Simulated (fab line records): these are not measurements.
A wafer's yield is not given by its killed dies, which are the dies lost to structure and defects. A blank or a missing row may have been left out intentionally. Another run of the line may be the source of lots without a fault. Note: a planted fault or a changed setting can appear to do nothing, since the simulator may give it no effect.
Code-filled problem report in 8D (eight disciplines) form    flow sky130    the parts of the form that need people (team, actions taken, sign-off) are left out

== 1. WHAT IS WRONG ==
run-length-s at SKY_FIELD_ISO_ETCH_17 reads a mean of 135.6 s on 1 wafer of 1 lot; wafers without a fault read 126.1 s with a standard deviation of 0.43. Measured from the usual mean, that is +22 standard deviations.
The step: etches Si in HBr/Cl2/O2, target depth 342 nm, time 97.7 s.
First observed at day 4 13:53: wafer L976.1, on rie-si-02. The record holds 15 wafers of 5 lots with a number at this step. By rule, "out" or "out of limits" means more than 4 standard deviations away from the usual mean. The rest of the wafers with a number are treated as sound.

== 2. WHAT IT IS, AND WHAT IT ISN'T ==
question                     is                is not
which readings at this step  run-length-s      chamber-pressure-mTorr, drypump-motor-current-A, oes-product-au, rf-fwd-power-W, throttle-valve-pct
which lots                   L976              L965, L969, L984, L988
which wafers of those lots   L976.1            L976.2, L976.3
read on which tools          rie-si-02         rie-si-01
when                         from day 4 13:53  up to then (8 sound wafers); but 6 sound wafers of L984, L988 came after

== 3. WHAT RULES OUT EACH SUSPECT ==
Counting: any tool at a process step up to the reading remains a suspect provided it ran every lot that is out. Sound lots after the first of them don't rule it out here, since some wafers of a struck lot are sound.
- rie-diel-04 at SKY_FIELD_ISO_ETCH_14 (etches BARC in N2/H2, stops on SiO2, time 45.9 s, target depth 60 nm): kept. It ran the lot that is out, L976 (day 4 13:41).
- rie-diel-04 at SKY_FIELD_ISO_ETCH_15 (etches the open film in CHF3/O2, stops on Si, target depth 180 nm, time 72 s): kept. It ran the lot that is out, L976 (day 4 13:44).
- plasma-asher-04 at SKY_FIELD_ISO_STRIP_16 (strips in O2/N2): kept. It processed L976, the lot that is out, at day 4 13:47, and its most recent sound lot before then was L969 at day 3 01:36.
- rie-si-02 at SKY_FIELD_ISO_ETCH_17 (etches Si in HBr/Cl2/O2, target depth 342 nm, time 97.7 s): kept. It processed L976, the lot that is out, at day 4 13:53, and its most recent sound lot before then was L969 at day 3 01:40. On those wafers its own readings are out: run-length-s.
- rie-diel-04, SKY_FIELD_ISO_ETCH_14: wafers that are out in chamber 2, sound lot-mates in chambers 0, 3.
- rie-diel-04, SKY_FIELD_ISO_ETCH_15: wafers that are out in chamber 2, sound lot-mates in chambers 0, 3.
- rie-si-02, SKY_FIELD_ISO_ETCH_17: wafers that are out in chamber 0, sound lot-mates in chambers 1, 2.
Left after counting: rie-diel-04 at SKY_FIELD_ISO_ETCH_14, rie-diel-04 at SKY_FIELD_ISO_ETCH_15, plasma-asher-04 at SKY_FIELD_ISO_STRIP_16, rie-si-02 at SKY_FIELD_ISO_ETCH_17.

== 4. THE CAUSE (what the simulator had put in) ==
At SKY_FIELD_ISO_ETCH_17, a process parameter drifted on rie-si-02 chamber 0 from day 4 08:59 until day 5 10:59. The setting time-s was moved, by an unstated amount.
Counting left 4 suspects, and this tool is among them.

== 5. THE EFFECT CHAIN, in route order ==
Each row: a reading where the mean over the struck wafers with a number is more than 3 standard deviations away from the usual. Scope: only readings with a usual standard deviation given in the record; hours: median across lots of the time from each lot's start at the first step in this table that gives one to its start at this step; sigmas: change in usual standard deviations.
hours  step                   reading       usual    on struck wafers  change  sigmas
0      SKY_FIELD_ISO_ETCH_17  run-length-s  126.1 s  135.6             +9.5    +22
Here are the process steps it includes:
- SKY_FIELD_ISO_ETCH_17: etches Si in HBr/Cl2/O2, target depth 342 nm, time 97.7 s.

== 6. WHAT WOULD HAVE CAUGHT IT SOONER ==
In this record the first reading out of limits was taken at day 4 13:53, 5 hours after the fault began at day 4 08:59.
